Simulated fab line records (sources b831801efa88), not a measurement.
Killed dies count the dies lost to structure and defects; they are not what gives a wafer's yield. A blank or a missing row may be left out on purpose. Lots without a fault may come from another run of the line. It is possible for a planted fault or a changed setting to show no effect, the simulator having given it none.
A lot that was struck, set against a sound lot | flow sky130 | 32 out of 708 route steps
Sound: these wafers, L898.3, L898.4, L898.6. Struck: wafers L911.2, L911.4, L911.6. Last of all comes the cause.
Each step with rows lists, per side, the tool, then ch with its chambers, then its first start. Under that, the readings that differ: sound wafers | struck wafers | difference of the means | sigmas: that difference in standard deviations of wafers without a fault.
alike: words and numbers the same on both sides, and readings whose means are apart by under 2 such deviations; not compared: readings that were withheld, readings missing a value for some wafer, numbers with overlapping values and no deviation given by the record, and bounds like >300 which may hide the same value.
Wherever a step has rows on one side only, a row that says differs or no value, or a row with sigmas, the two part there. Numbers that have no deviation but don't overlap get no sigmas and don't part them. A reading that every wafer of one side lacks parts them only if that side has two wafers or more.

SKY_CAP2M_THK_MEAS_01:
  sound on film metro-02, day 39 15:54; struck on film metro-02, day 43 16:46
  reading               | sound             | struck            | difference | sigmas
  CAP2M_CVD_00_THK (nm) | 15.19 15.47 15.35 | 15.74 15.72 15.77 | +0.41      | +2
SKY_CAP2M_SPUTTER_02: material TiN, target thk 200 nm, time 166.7 s.
  sound on pvd sputter-03, day 39 15:56; struck on pvd sputter-04, day 43 16:49
  alike: throttle valve pct
SKY_CAP2M_RS_MEAS_03: measurement is done with a four-point probe.
  sound on film metro-03, day 39 16:05; struck on film metro-03, day 43 16:56
  alike: CAP2M_TIN_RS
SKY_CAP2M_THK_MEAS_04: measures by xrf.
  sound on film metro-03, day 39 16:11; struck on film metro-03, day 43 17:03
  alike: CAP2M_TIN_THK
then, 7 steps without rows for these wafers: SKY_CAP2M_DEHYDRATE_05 (time 60 s); SKY_CAP2M_HMDS_06 (prime time 60 s); SKY_CAP2M_COAT_07 (resist thk 1140 nm); SKY_CAP2M_SOFTBAKE_08 (time 60 s); SKY_CAP2M_EXPOSE_09 (exposes mask CAP2M, target cd 1000 nm); SKY_CAP2M_PEB_10; SKY_CAP2M_DEVELOP_11 (develop time 60 s).
SKY_CAP2M_OVL_MEAS_12:
  sound on overlay-02, day 40 16:09; struck on overlay-02, day 44 15:16
  alike: CAP2M_OVL
SKY_CAP2M_METAL_ETCH_13: etches TiN in Cl2/BCl3, stops on SiO2, target depth 220 nm, time 62.9 s.
  sound on rie metal-04 ch 0,1, day 40 16:12; struck on rie metal-04 ch 1, day 44 15:18
  reading                                    | sound             | struck            | difference | sigmas
  rf fwd power W (W)                         | 888 894 894       | 1039 1038 1036    | +146       | +42
  model.NOVOLAK_of_CAP2M_COAT_07.thk nm (nm) | 998.3 993.8 992   | 982.3 977.7 982.5 | -13.9      |
  model.SiO2_of_CAP2M_CVD_00.thk nm (nm)     | 15.24 15.52 15.36 | 12.91 12.91 12.91 | -2.46      |
  alike: drypump motor current A, oes product au, throttle valve pct
  not compared: rf hours counter h
SKY_CAP2M_STRIP_14: strips in O2/N2.
  sound on plasma asher-01 ch 0,1, day 40 16:17; struck on plasma asher-02 ch 0, day 44 15:23
  reading                      | sound             | struck            | difference | sigmas
  strip time to endpoint s (s) | 12.70 12.64 12.62 | 12.53 12.46 12.52 | -0.15      | -4
  alike: drypump motor current A, oes product au
  not compared: rf hours counter h
then, 11 steps without rows for these wafers: SKY_CAP2M_STRIP_15 (strips in post etch residue remover, time 1200 s); SKY_CAP2M_CLEAN_16 (cleans in IPA, time 180 s); SKY_CAP2M_CLEAN_17 (cleans in O3/DIW); SKY_METAL4_DEHYDRATE_05 (time 60 s); SKY_METAL4_HMDS_06 (prime time 60 s); SKY_METAL4_COAT_07 (resist thk 60 nm); SKY_METAL4_COAT_08 (resist thk 1140 nm); SKY_METAL4_SOFTBAKE_09 (time 90 s); SKY_METAL4_EXPOSE_10 (exposes mask MM4, target cd 300 nm); SKY_METAL4_PEB_11; SKY_METAL4_DEVELOP_12 (develop time 60 s).
SKY_METAL4_CD_MEAS_13: the cd target is 300 nm.
  sound on cd sem-02, day 41 13:21; struck on cd sem-02, day 45 13:52
  alike: cd nm
SKY_METAL4_OVL_MEAS_14:
  sound on overlay-01, day 41 13:26; struck on overlay-01, day 45 13:58
  reading         | sound    | struck | difference | sigmas
  METAL4_OVL (nm) | -6 -4 -9 | 3 10 2 | +11        | +2
SKY_METAL4_DESCUM_15: chemistry O2, time 8 s.
  sound on rie metal-03 ch 0,1, day 41 13:29; struck on rie metal-01 ch 0,1, day 45 14:00
  alike: drypump motor current A, oes product au
  not compared: rf hours counter h
SKY_METAL4_ETCH_16: etches BARC in N2/H2, stops on SiO2, time 88.2 s, target depth 60 nm.
  sound on rie metal-03 ch 0,1, day 41 13:32; struck on rie metal-01 ch 0,1, day 45 14:02
  alike: drypump motor current A, oes product au, rf fwd power W, throttle valve pct
  not compared: rf hours counter h
SKY_METAL4_ETCH_17: etches SiO2 in C4F8/O2/Ar, stops on TiN, time 3.9 s, target depth 15 nm.
  sound on rie diel-03 ch 0,1, day 41 13:36; struck on rie diel-02 ch 0,3, day 45 14:10
  reading                  | sound             | struck            | difference | sigmas
  oes product au (a.u.)    | 0.753 0.744 0.749 | 0.689 0.696 0.688 | -0.058     | -8
  model.etch.depth nm (nm) | 15.24 15.52 15.36 | 12.91 12.91 12.91 | -2.46      |
  alike: rf fwd power W
SKY_METAL4_METAL_ETCH_18: etches the open film in Cl2/BCl3, stops on SiO2, target depth 845 nm, time 183.1 s.
  sound on rie metal-01 ch 0,1, day 41 13:41; struck on rie metal-02 ch 0,1, day 45 14:11
  alike: drypump motor current A, oes product au, rf fwd power W, throttle valve pct
  not compared: rf hours counter h
-- the record jumps here: 4 days lie between the struck wafers' starts before and after (it left off in module METAL4 and takes up again in module PAD_OPEN, whose first step shown is number 708 of the route) --
SKY_PAD_OPEN_PROBE_99:
  sound on prober-02, day 45 14:01; struck on prober-01, day 49 03:12
  reading                               | sound               | struck              | difference | sigmas
  defect limited yield (%)              | 86.0 84.1 85.8      | 79.9 81.9 80.7      | -4.5       | -2
  killed dies                           | 69 78 70            | 99 89 95            | +22        | +2
  sort n pass                           | 423 414 422         | 393 403 397         | -22        | -2
  sort yield pct (%)                    | 86.0 84.1 85.8      | 79.9 81.9 80.7      | -4.5       | -2
  model.etest.cap mim2.leak log10 a cm2 | -8.91 -8.897 -8.921 | -8.817 -8.793 -8.61 | +0.169     |
  alike: killed_at_M0_to_M3, killed_at_M4_up, killed at contacts, killed at front end, killed open, killed short, sort_bin_3_pad_short, sort_bin_5_function, sort_bin_6_memory
  not compared: model.etest.cap mim2.bv v

## WHERE THEY PART
Last at SKY_PAD_OPEN_PROBE_99 as far as this record goes, first at SKY_CAP2M_THK_MEAS_01.

WHY: what had been put in by the simulator
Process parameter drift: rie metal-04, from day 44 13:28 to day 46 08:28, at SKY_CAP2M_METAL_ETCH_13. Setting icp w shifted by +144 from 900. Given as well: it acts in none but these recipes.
